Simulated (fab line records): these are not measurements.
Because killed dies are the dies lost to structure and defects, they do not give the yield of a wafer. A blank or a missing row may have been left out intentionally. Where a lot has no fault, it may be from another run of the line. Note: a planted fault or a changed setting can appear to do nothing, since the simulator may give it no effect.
fab line records -- flow gf180mcu
[record] lots = 15, wafers = 45, last-day = 34
route steps=602 shown HV_LDD@220 SAB@275 SALICIDE@281 CONTACT@290
lots with no fault: from the same line, run without faults
start-h: hours from the record's first day to the start of the lot's first wafer shown -- wait-h: hours from the lot's prior step to this one -- " unchanged from the row above -- L1.1+2: one row covering several wafers at once -- - no value, or no start given -- * or withheld: withheld -- < > ~ a bound
route shown NAME@n: names a module that has steps shown in the file, with the first one's number in the route -- usual: mean and standard deviation over wafers with no fault -- same: alike in all rows -- chamber/n: place in a boat -- sites: per-site readings -- _std_site: the values' standard deviation -- _edge_site: the outer-site mean with the inner-site mean subtracted -- radius-mm: for every site, how far away it sits from the centre of the wafer -- mask NAME#n: copy n -- behind: the last tool/chamber to shape the wafer -- hold: reason for holding the lot/hours on hold/outcome of the hold -- device: whichever transistor did not switch (one of n, p or np) -- end of line: the tests these same wafers got at the end of their route -- for a step that has no rows: nothing shown but its recipe -- killed: dies lost to structure and defects at the first sort, not the wafer's yield -- map: shows each die of a wafer: x if killed, . if not, _ if none is there
set.NAME: the setting the step ran with; set.NAME@STEP: the setting that earlier step ran with -- model.NAME: the simulator's own value behind a step, which no gauge read
steps of the route over a sample of lots; a table a step, a row a wafer
services: from which hour (start-h, from the record's first day; less than 0 if before it) a tool's chamber was out of use, for how many hours, and why
[[steps]]
[step GF_HV_LDD_PEB_44]
[recipe] temp-c = withheld, time-s = *, resist = NOVOLAK
[usual] chill-plate-temp-C = *, exhaust-pa = 45.2/0.83
lot.wafer,tool,chamber,start-h,wait-h,chill-plate-temp-C,exhaust-pa
L484.3,litho-track-03,0,272.81,-,*,45.2
L484.4,litho-track-03,0,272.81,-,*,45.3
L484.6,litho-track-03,0,272.81,-,*,44.6
L487.2,litho-track-01,0,296.48,-,*,46.1
L487.3,litho-track-01,0,296.48,-,*,44.5
L487.5,litho-track-01,0,296.48,-,*,45.9
L488.3,litho-track-01,0,305.15,-,*,45.7
L488.5,litho-track-01,0,305.15,-,*,45.7
L488.6,litho-track-01,0,305.15,-,*,47.3
L489.2,litho-track-03,0,316.34,-,*,44.5
L489.3,litho-track-03,0,316.34,-,*,44.1
L489.4,litho-track-03,0,316.34,-,*,45.0
L490.2,litho-track-02,0,323.07,-,*,44.4
L490.4,litho-track-02,0,323.07,-,*,46.0
L490.5,litho-track-02,0,323.07,-,*,44.9
L494.1,litho-track-01,-,358.95,-,-,-
L494.3,litho-track-01,-,358.95,-,-,-
L494.6,litho-track-01,-,358.95,-,-,-
L495.1,litho-track-03,-,364.11,-,-,-
L495.2,litho-track-03,-,364.11,-,-,-
L495.4,litho-track-03,-,364.11,-,-,-
L496.2,litho-track-02,-,371.72,-,-,-
L496.3,litho-track-02,-,371.72,-,-,-
L496.5,litho-track-02,-,371.72,-,-,-
L501.2,litho-track-01,0,410.38,-,*,45.1
L501.4,litho-track-01,0,410.38,-,*,45.6
L501.5,litho-track-01,0,410.38,-,*,44.2
L502.2,litho-track-01,0,418.53,-,*,44.9
L502.3,litho-track-01,0,418.53,-,*,46.0
L502.5,litho-track-01,0,418.53,-,*,45.8
L503.3,litho-track-02,0,423.59,-,*,44.8
L503.4,litho-track-02,0,423.59,-,*,46.0
L503.6,litho-track-02,0,423.59,-,*,45.1
L504.2,litho-track-02,0,436.32,-,*,44.6
L504.3,litho-track-02,0,436.32,-,*,44.9
L504.4,litho-track-02,0,436.32,-,*,43.5
L505.2,litho-track-03,0,442.64,-,*,45.7
L505.4,litho-track-03,0,442.64,-,*,46.9
L505.6,litho-track-03,0,442.64,-,*,46.2
L506.2,litho-track-03,0,453.69,-,*,44.9
L506.3,litho-track-03,0,453.69,-,*,46.2
L506.5,litho-track-03,0,453.69,-,*,45.1
L507.1,litho-track-01,0,458.00,-,*,45.6
L507.3,litho-track-01,0,458.00,-,*,45.7
L507.6,litho-track-01,0,458.00,-,*,46.9
[step GF_SAB_ETCH_11]
[recipe] chemistry = C4F8/O2/Ar, mask-material = NOVOLAK, target = SiO2, target-depth-nm = 55, source-w = 1500, bias-w = 1200, pressure-mtorr = 40, c4f8-flow-sccm = withheld, O2_flow_sccm = 6, Ar_flow_sccm = 300, time-s = 8.5
[usual] oes-product-au = 0.997/0.011
lot.wafer,tool,chamber,start-h,wait-h,oes-product-au,rf-hours-counter-h
L484.3,rie-diel-01,3,340.05,0.0,0.997,14
L484.4,rie-diel-01,0,340.05,0.0,1.012,13
L484.6,rie-diel-01,1,340.05,0.0,1.019,-
L487.2,rie-diel-01,0,366.69,0.0,1.012,14
L487.3,rie-diel-01,3,366.69,0.0,1.000,15
L487.5,rie-diel-01,0,366.69,0.0,1.022,-
L488.3,rie-diel-04,2,374.80,0.0,0.988,13
L488.5,rie-diel-04,2,374.80,0.0,0.980,-
L488.6,rie-diel-04,1,374.80,0.0,1.000,-
L489.2,rie-diel-04,0,386.74,0.0,0.987,3
L489.3,rie-diel-04,1,386.74,0.0,1.006,28
L489.4,rie-diel-04,3,386.74,0.0,1.013,17
L490.2,rie-diel-04,0,392.86,0.0,0.979,3
L490.4,rie-diel-04,3,392.86,0.0,1.011,17
L490.5,rie-diel-04,1,392.86,0.0,0.991,-
L494.1,rie-diel-03,2,433.09,0.0,0.991,36
L494.3,rie-diel-03,0,433.09,0.0,1.008,3
L494.6,rie-diel-03,2,433.09,0.0,0.987,-
L495.1,rie-diel-03,1,441.05,0.0,1.004,20
L495.2,rie-diel-03,3,441.05,0.0,0.995,13
L495.4,rie-diel-03,2,441.05,0.0,0.990,36
L496.2,rie-diel-04,2,447.70,0.0,0.983,15
L496.3,rie-diel-04,0,447.70,0.0,0.994,5
L496.5,rie-diel-04,0,447.70,0.0,0.990,-
L501.2,rie-diel-01,1,489.29,0.0,1.005,21
L501.4,rie-diel-01,3,489.29,0.0,1.001,-
L501.5,rie-diel-01,0,489.29,0.0,1.021,-
L502.2,rie-diel-01,1,495.46,0.0,1.006,22
L502.3,rie-diel-01,3,495.46,0.0,0.988,18
L502.5,rie-diel-01,3,495.46,0.0,0.985,-
L503.3,rie-diel-03,1,500.96,0.0,1.009,21
L503.4,rie-diel-03,3,500.96,0.0,0.993,14
L503.6,rie-diel-03,2,500.96,0.0,0.991,-
L504.2,rie-diel-04,0,512.51,0.0,0.993,6
L504.3,rie-diel-04,3,512.51,0.0,1.018,20
L504.4,rie-diel-04,2,512.51,0.0,0.989,16
L505.2,rie-diel-04,1,519.15,0.0,0.988,31
L505.4,rie-diel-04,3,519.15,0.0,1.026,20
L505.6,rie-diel-04,0,519.15,0.0,0.997,-
L506.2,rie-diel-04,1,528.65,0.0,1.005,32
L506.3,rie-diel-04,0,528.65,0.0,0.988,7
L506.5,rie-diel-04,3,528.65,0.0,1.013,-
L507.1,rie-diel-04,2,534.55,0.0,0.984,17
L507.3,rie-diel-04,1,534.55,0.0,0.979,32
L507.6,rie-diel-04,0,534.55,0.0,0.984,-
[step GF_SALICIDE_SPUTTER_03]
[recipe] material = TiN, target-thk-nm = 20, power-w = 6645, time-s = 16.7, chamber-pressure-pa = 0.4
[usual] throttle-valve-pct = 30.3/0.82
lot.wafer,tool,chamber,start-h,wait-h,throttle-valve-pct
L484.3,pvd-sputter-03,-,340.43,0.0,30.5
L484.4,pvd-sputter-03,-,340.43,0.0,30.5
L484.6,pvd-sputter-03,-,340.43,0.0,30.6
L487.2,pvd-sputter-01,-,367.07,0.0,30.8
L487.3,pvd-sputter-01,-,367.07,0.0,31.4
L487.5,pvd-sputter-01,-,367.07,0.0,28.8
L488.3,pvd-sputter-04,-,375.19,0.0,30.3
L488.5,pvd-sputter-04,-,375.19,0.0,30.5
L488.6,pvd-sputter-04,-,375.19,0.0,30.5
L489.2,pvd-sputter-01,-,387.11,0.0,29.0
L489.3,pvd-sputter-01,-,387.11,0.0,29.4
L489.4,pvd-sputter-01,-,387.11,0.0,30.7
L490.2,pvd-sputter-01,-,393.23,0.0,31.0
L490.4,pvd-sputter-01,-,393.23,0.0,28.8
L490.5,pvd-sputter-01,-,393.23,0.0,29.5
L494.1,pvd-sputter-03,-,433.46,0.0,30.7
L494.3,pvd-sputter-03,-,433.46,0.0,30.7
L494.6,pvd-sputter-03,-,433.46,0.0,30.7
L495.1,pvd-sputter-04,-,441.41,0.0,30.5
L495.2,pvd-sputter-04,-,441.41,0.0,31.0
L495.4,pvd-sputter-04,-,441.41,0.0,29.2
L496.2,pvd-sputter-03,-,448.06,0.0,31.1
L496.3,pvd-sputter-03,-,448.06,0.0,29.7
L496.5,pvd-sputter-03,-,448.06,0.0,30.5
L501.2,pvd-sputter-03,-,489.67,0.0,30.6
L501.4,pvd-sputter-03,-,489.67,0.0,30.6
L501.5,pvd-sputter-03,-,489.67,0.0,30.4
L502.2,pvd-sputter-01,-,495.86,0.0,29.6
L502.3,pvd-sputter-01,-,495.86,0.0,31.2
L502.5,pvd-sputter-01,-,495.86,0.0,31.2
L503.3,pvd-sputter-01,-,501.34,0.0,31.5
L503.4,pvd-sputter-01,-,501.34,0.0,30.8
L503.6,pvd-sputter-01,-,501.34,0.0,31.2
L504.2,pvd-sputter-01,-,512.89,0.0,29.0
L504.3,pvd-sputter-01,-,512.89,0.0,31.7
L504.4,pvd-sputter-01,-,512.89,0.0,30.8
L505.2,pvd-sputter-01,-,519.52,0.0,29.1
L505.4,pvd-sputter-01,-,519.52,0.0,31.3
L505.6,pvd-sputter-01,-,519.52,0.0,31.3
L506.2,pvd-sputter-03,-,529.03,0.0,30.4
L506.3,pvd-sputter-03,-,529.03,0.0,30.6
L506.5,pvd-sputter-03,-,529.03,0.0,29.5
L507.1,pvd-sputter-01,-,534.92,0.0,30.9
L507.3,pvd-sputter-01,-,534.92,0.0,29.1
L507.6,pvd-sputter-01,-,534.92,0.0,31.4
[step GF_CONTACT_THK_MEAS_03]
[recipe] reads = SiO2_of_CONTACT_CVD_02
[usual] CONTACT_CVD_02_THK = 858/11
lot.wafer,tool,chamber,start-h,wait-h,CONTACT_CVD_02_THK[nm]
L484.3,film-metro-01,-,341.25,0.1,844
L484.4,film-metro-01,-,341.25,0.1,858
L484.6,film-metro-01,-,341.25,0.1,871
L487.2,film-metro-03,-,367.85,0.0,848
L487.3,film-metro-03,-,367.85,0.0,863
L487.5,film-metro-03,-,367.85,0.0,868
L488.3,film-metro-02,-,375.90,0.1,862
L488.5,film-metro-02,-,375.90,0.1,876
L488.6,film-metro-02,-,375.90,0.1,871
L489.2,film-metro-02,-,387.80,0.0,850
L489.3,film-metro-02,-,387.80,0.0,853
L489.4,film-metro-02,-,387.80,0.0,858
L490.2,film-metro-02,-,393.92,0.0,845
L490.4,film-metro-02,-,393.92,0.0,856
L490.5,film-metro-02,-,393.92,0.0,855
L494.1,film-metro-03,-,434.18,0.1,858
L494.3,film-metro-03,-,434.18,0.1,870
L494.6,film-metro-03,-,434.18,0.1,876
L495.1,film-metro-02,-,442.09,0.0,853
L495.2,film-metro-02,-,442.09,0.0,841
L495.4,film-metro-02,-,442.09,0.0,874
L496.2,film-metro-03,-,448.77,0.0,867
L496.3,film-metro-03,-,448.77,0.0,869
L496.5,film-metro-03,-,448.77,0.0,869
L501.2,film-metro-03,-,490.35,0.0,864
L501.4,film-metro-03,-,490.35,0.0,872
L501.5,film-metro-03,-,490.35,0.0,882
L502.2,film-metro-02,-,496.75,0.1,838
L502.3,film-metro-02,-,496.75,0.1,861
L502.5,film-metro-02,-,496.75,0.1,862
L503.3,film-metro-02,-,502.21,0.2,852
L503.4,film-metro-02,-,502.21,0.2,871
L503.6,film-metro-02,-,502.21,0.2,862
L504.2,film-metro-03,-,513.59,0.1,852
L504.3,film-metro-03,-,513.59,0.1,851
L504.4,film-metro-03,-,513.59,0.1,869
L505.2,film-metro-02,-,520.22,0.0,848
L505.4,film-metro-02,-,520.22,0.0,869
L505.6,film-metro-02,-,520.22,0.0,862
L506.2,film-metro-02,-,529.71,0.0,846
L506.3,film-metro-02,-,529.71,0.0,850
L506.5,film-metro-02,-,529.71,0.0,856
L507.1,film-metro-03,-,535.60,0.0,845
L507.3,film-metro-03,-,535.60,0.0,843
L507.6,film-metro-03,-,535.60,0.0,854
[[services]]
tool,chamber,start-h,hours,kind
pvd-sputter-04,-,255.23,6.9,repair
rie-diel-01,2,262.71,1.4,repair
rie-diel-04,0,267.37,3.3,repair
rie-diel-04,0,270.70,-,clean
rie-diel-04,0,270.70,19.4,scheduled-down
rie-diel-04,0,270.70,19.4,vent-cycle
rie-diel-03,0,290.52,-,clean
rie-diel-03,0,290.52,17.4,scheduled-down
rie-diel-03,-,291.91,6.7,repair
pvd-sputter-04,-,298.26,1.3,repair
rie-diel-03,1,337.21,4.9,repair
pvd-sputter-01,-,370.32,5.0,repair
rie-diel-04,2,382.00,3.6,repair
pvd-sputter-03,-,401.01,2.1,repair
rie-diel-04,3,409.35,4.4,repair
rie-diel-01,1,426.68,8.7,repair
rie-diel-04,1,439.55,5.9,repair
litho-track-02,-,453.96,-,consumable-replace:filter
rie-diel-01,3,468.66,11.3,repair
rie-diel-04,0,468.87,4.5,repair
pvd-sputter-03,-,484.16,2.4,repair
rie-diel-01,2,485.68,5.4,repair
rie-diel-04,0,502.72,5.6,repair
rie-diel-03,0,506.62,10.3,repair
[[key]]
[first-sign] step = GF_HV_LDD_PEB_44, reading = tool-record, direction = missing
effect none on later readings
met-at GF_HV_LDD_PEB_44
struck-lots L494,L495,L496
sort-left-out L494.1,L494.3,L494.6,L495.1,L495.2,L495.4,L496.2,L496.3,L496.5
tester-left-out L494,L495,L496
not-acting-at GF_SAB_ETCH_11,GF_SALICIDE_SPUTTER_03,GF_CONTACT_THK_MEAS_03
onset-between 323.07 358.95
[fault] kind = skipped-step-whole, tool = litho-track-01,litho-track-02,litho-track-03, chamber = -, onset-h = 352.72, steps = GF_HV_LDD_PEB_44, scope = struck-lots-only
// tester-left-out: of these lots the tester's yield and bins aren't shown, on N5 and GAA mostly nor the transistor test; their killed dies are dies lost to structure and defects alone, not to doping, threshold or leakage, so they don't give the yield
// sort-left-out: the simulated sort isn't trusted on such a fault, so these wafers' sort isn't shown, and their yield isn't known
